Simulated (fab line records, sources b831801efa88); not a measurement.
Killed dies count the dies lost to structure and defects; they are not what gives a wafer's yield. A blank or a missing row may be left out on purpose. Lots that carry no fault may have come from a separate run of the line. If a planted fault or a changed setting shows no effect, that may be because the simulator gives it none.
A struck lot beside a sound one ; flow sfq-line ; 28 steps out of a route of 325
Sound: wafers L923.1, L923.2, L923.5. Struck: wafer L933.2 (L933.4, L933.5, from the same lot, were not struck and are left out); the cause is given at the end.
Per side, at each step with rows, come the tool, then ch with its chambers, and then its first start. Under that, the readings that differ: sound wafers ; struck wafers ; difference of the means ; sigmas: that difference in standard deviations of wafers without a fault.
alike: a reading whose means differ by less than 2 such deviations, as well as words and numbers matching on both sides. not compared: withheld readings; readings where some wafer has no value; bounds like >300 that might hide an equal value; numbers whose values overlap and for which the record gives no deviation.
The two part at a step that has a row with sigmas, a row that says differs or no value, or rows on one side only. When numbers do not overlap yet have no deviation, they are printed without sigmas and do not part them. Lack of a reading on every wafer of one side parts them only where that side has two or more wafers.

first, 6 steps without rows for these wafers: SFQ_TRILAYER_M6_LITHO_COAT_164 (resist thk 62 nm); SFQ_TRILAYER_M6_LITHO_COAT_159 (resist thk 603.2 nm); SFQ_TRILAYER_M6_LITHO_SOFTBAKE_163; SFQ_TRILAYER_M6_LITHO_EXPOSE_160 (exposes mask M6, target cd 500 nm); SFQ_TRILAYER_M6_LITHO_PEB_162 (peb time 60 s); SFQ_TRILAYER_M6_LITHO_DEVELOP_161 (time 60 s).
SFQ_M6_OVL_MEAS_940:
  sound on overlay-02, day 68 12:58; struck on overlay-02, day 76 02:28
  alike: M6_OVL
SFQ_TRILAYER_M6_BARC_OPEN_METAL_ETCH_206: etches BARC in O2, target depth 125 nm, time 41.7 s.
  sound on rie-metal-02 ch 0,1, day 68 13:00; struck on rie-metal-03 ch 0, day 76 02:29
  alike: drypump-motor-current-A, oes-product-au
  not compared: rf-hours-counter-h
SFQ_TRILAYER_M6_ETCH_METAL_ETCH_162: etches Nb in Cl2/Ar, stops on SiO2, target depth 240 nm, time 120 s.
  sound on rie-metal-02 ch 0,1, day 68 13:04; struck on rie-metal-03 ch 0, day 76 02:33
  alike: drypump-motor-current-A, oes-product-au
  not compared: rf-hours-counter-h
then, 2 steps without rows for these wafers: SFQ_TRILAYER_M6_STRIP_STRIP_163 (strips in O2); SFQ_TRILAYER_M6_STRIP_SOLV_CLEAN_164 (cleans in NMP, time 600 s).
SFQ_TRILAYER_I6_DEP_PECVD_165: deposits SiO2 from SiH4/N2O, time 111.11 s, target thk 500 nm.
  sound on pecvd-02 ch 0,1,2, day 68 13:58; struck on pecvd-03 ch 1, day 76 03:27
  alike: chamber-pressure-Torr, heater-power-w, throttle-valve-pct
SFQ_TRILAYER_I6_CMP_CMP_166: polishes SiO2.
  sound on cmp-01 ch 1,2,3, day 68 14:49; struck on cmp-02 ch 0, day 76 05:04
reading;sound;struck;difference;sigmas
model.SiO2_of_TRILAYER_I6_DEP_PECVD_165.thk-nm (nm);200.6 199.7 201.3;179.9;-20.6;
  alike: motor-current-A, time-to-endpoint-s
SFQ_I6_BOW_MEAS_941:
  sound on film-metro-01, day 68 17:49; struck on film-metro-03, day 76 06:35
  alike: I6_BOW
SFQ_TRILAYER_I6_METRO_MEASURE_167:
  sound on film-metro-01, day 68 17:56; struck on film-metro-03, day 76 06:53
reading;sound;struck;difference;sigmas
thk-nm (nm);200.6 199.8 201.3;180.1;-20.5;-28
then, 6 steps without rows for these wafers: SFQ_TRILAYER_I6_VIA_LITHO_COAT_174 (resist thk 62 nm); SFQ_TRILAYER_I6_VIA_LITHO_COAT_169 (resist thk 650 nm); SFQ_TRILAYER_I6_VIA_LITHO_SOFTBAKE_173; SFQ_TRILAYER_I6_VIA_LITHO_EXPOSE_170 (exposes mask I6, target cd 700 nm); SFQ_TRILAYER_I6_VIA_LITHO_PEB_172 (peb time 58.87 s); SFQ_TRILAYER_I6_VIA_LITHO_DEVELOP_171 (time 60 s).
-- the record jumps here: 5 days lie between the struck wafers' starts before and after --
SFQ_I6_OVL_MEAS_942:
  sound on overlay-01, day 73 17:36; struck on overlay-02, day 80 21:08
  alike: I6_OVL
then, 1 step without rows for these wafers: SFQ_TRILAYER_I6_VIA_BARC_OPEN_VIA_ETCH_235 (etches BARC in O2, target depth 125 nm, time 41.7 s).
SFQ_TRILAYER_I6_VIA_ETCH_VIA_ETCH_172: etches SiO2 in CHF3, stops on Nb, target depth 260 nm.
  sound on rie-diel-04 ch 2,3, day 73 17:41; struck on rie-diel-04 ch 3, day 80 21:13
reading;sound;struck;difference;sigmas
oes-product-au (a.u.);0.854 0.862 0.863;0.812;-0.048;-10
model.I6.feature-depth-nm (nm);200.6 199.7 201.3;179.9;-20.6;
model.etch.depth-nm (nm);200.6 199.7 201.3;179.9;-20.6;
  alike: drypump-motor-current-A
SFQ_TRILAYER_I6_VIA_STRIP_STRIP_173: strips in O2.
  sound on rie-metal-01 ch 0,1, day 73 17:47; struck on rie-metal-03 ch 0, day 80 21:20
reading;sound;struck;difference;sigmas
oes-product-au (a.u.);0.996 1.013 1.012;0.983;-0.024;-3
  alike: drypump-motor-current-A
  not compared: rf-hours-counter-h
then, 1 step without rows for these wafers: SFQ_TRILAYER_I6_VIA_STRIP_SOLV_CLEAN_174 (cleans in NMP, time 600 s).
SFQ_TRILAYER_M7_DEP_PRE_CLEAN_176: time 22.5 s.
  sound on pvd-sputter-05, day 73 18:34; struck on pvd-sputter-03, day 80 22:06
reading;sound;struck;difference;sigmas
model.SiO2_of_TRILAYER_I6_DEP_PECVD_165.thk-nm (nm);193.1 192.2 193.8;172.4;-20.6;
SFQ_TRILAYER_M7_DEP_SPUTTER_175: material Nb, target thk 200 nm, time 133.3 s.
  sound on pvd-sputter-05, day 73 18:36; struck on pvd-sputter-03, day 80 22:08
  alike: chamber-pressure-pa, throttle-valve-pct

WHERE THEY PART
Last at SFQ_TRILAYER_I6_VIA_STRIP_STRIP_173 as far as this record goes, first at SFQ_TRILAYER_I6_METRO_MEASURE_167. Later steps at which nothing parts them and some readings are alike: SFQ_TRILAYER_M7_DEP_SPUTTER_175.

WHY: the cause the simulator had injected
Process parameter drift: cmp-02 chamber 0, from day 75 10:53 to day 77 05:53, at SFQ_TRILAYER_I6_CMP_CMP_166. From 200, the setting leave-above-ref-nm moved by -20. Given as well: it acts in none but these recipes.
